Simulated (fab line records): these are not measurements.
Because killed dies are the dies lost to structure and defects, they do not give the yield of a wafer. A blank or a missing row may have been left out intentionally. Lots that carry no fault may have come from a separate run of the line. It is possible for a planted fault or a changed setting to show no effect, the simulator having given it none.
Matching of chambers | flow gf180mcu | GF_STI_ETCH_14 on rie si-01 has 4 sister chambers
The step etches Si in HBr/Cl2/O2, target depth 360 nm, time 102.9 s. 14 wafers are shown with their chamber, then 7 later ones without.

WAFERS PAIRED WITH THEIR CHAMBERS
wafer  | chamber | drypump motor current A (A) | oes product au (a.u.) | throttle valve pct (%)
L345.2 | 1       | 6.6                         | 1.000                 | 25.655
L345.5 | 1       | 6.6                         | 0.995                 | 25.657
L345.6 | 2       | 5.5                         | 0.985                 | 25.662
L347.1 | 0       | 5.1                         | 1.005                 | 25.661
L347.2 | 3       | 5.5                         | 1.021                 | 25.649
L347.4 | 2       | 5.5                         | 0.995                 | 25.656
L351.1 | 1       | 6.6                         | 1.015                 | 25.664
L351.2 | 0       | 5.2                         | 1.000                 | 25.642
L351.3 | 2       | 5.5                         | 1.009                 | 25.646
L360.2 | 0       | 5.2                         | 1.006                 | 25.652
L360.4 | 1       | 6.6                         | 1.004                 | 25.656
L360.5 | 0       | 5.1                         | 0.999                 | 25.647
L361.3 | 2       | 5.5                         | 1.010                 | 25.654
L361.4 | 1       | 6.6                         | 1.013                 | 25.664

SIGNATURES, as means of the wafers listed above
reading                 | chamber 0 | chamber 1 | chamber 2 | chamber 3 | scatter within a chamber
drypump motor current A | 5.150     | 6.600     | 5.500     | 5.500     | 0.0316
oes product au          | 1.00250   | 1.00540   | 0.99975   | 1.02100   | 0.0087
throttle valve pct      | 25.65050  | 25.65920  | 25.65450  | 25.64900  | 0.00638
Rule: a wafer's distance from a chamber is the root of the sum, over the readings, of the square of ((its reading less the chamber's mean) divided by the reading's scatter). The wafer belongs to the nearest chamber; if the next one is less than 2 further off, it can't be placed. The scatter: take each reading less its chamber's mean, square it, sum over the shown wafers, divide by the number of wafers less the number of chambers, and take the root.

WAFERS WITH NO CHAMBER GIVEN
wafer  | drypump motor current A (A) | oes product au (a.u.) | throttle valve pct (%)
L361.5 | 5.5                         | 0.992                 | 25.669
L362.1 | 6.6                         | 0.992                 | 25.667
L362.2 | 5.5                         | 0.996                 | 25.660
L362.5 | 6.6                         | 0.999                 | 25.654
L367.1 | 5.2                         | 0.998                 | 25.645
L367.3 | 5.5                         | 1.000                 | 25.679
L367.5 | 5.5                         | 0.995                 | 25.666

THE CHAMBER EACH PASSED THROUGH
wafer  | from the rows above     | in truth
L361.5 | 2                       | 2
L362.1 | 1                       | 1
L362.2 | 2                       | 2
L362.5 | 1                       | 1
L367.1 | 0                       | 0
L367.3 | can't be placed: 2 or 3 | 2
L367.5 | 2                       | 2
Placed correctly: 6 of 7. Unplaceable from these rows: 1, with the true chamber sitting among the candidates in 1. Number placed wrongly: 0.
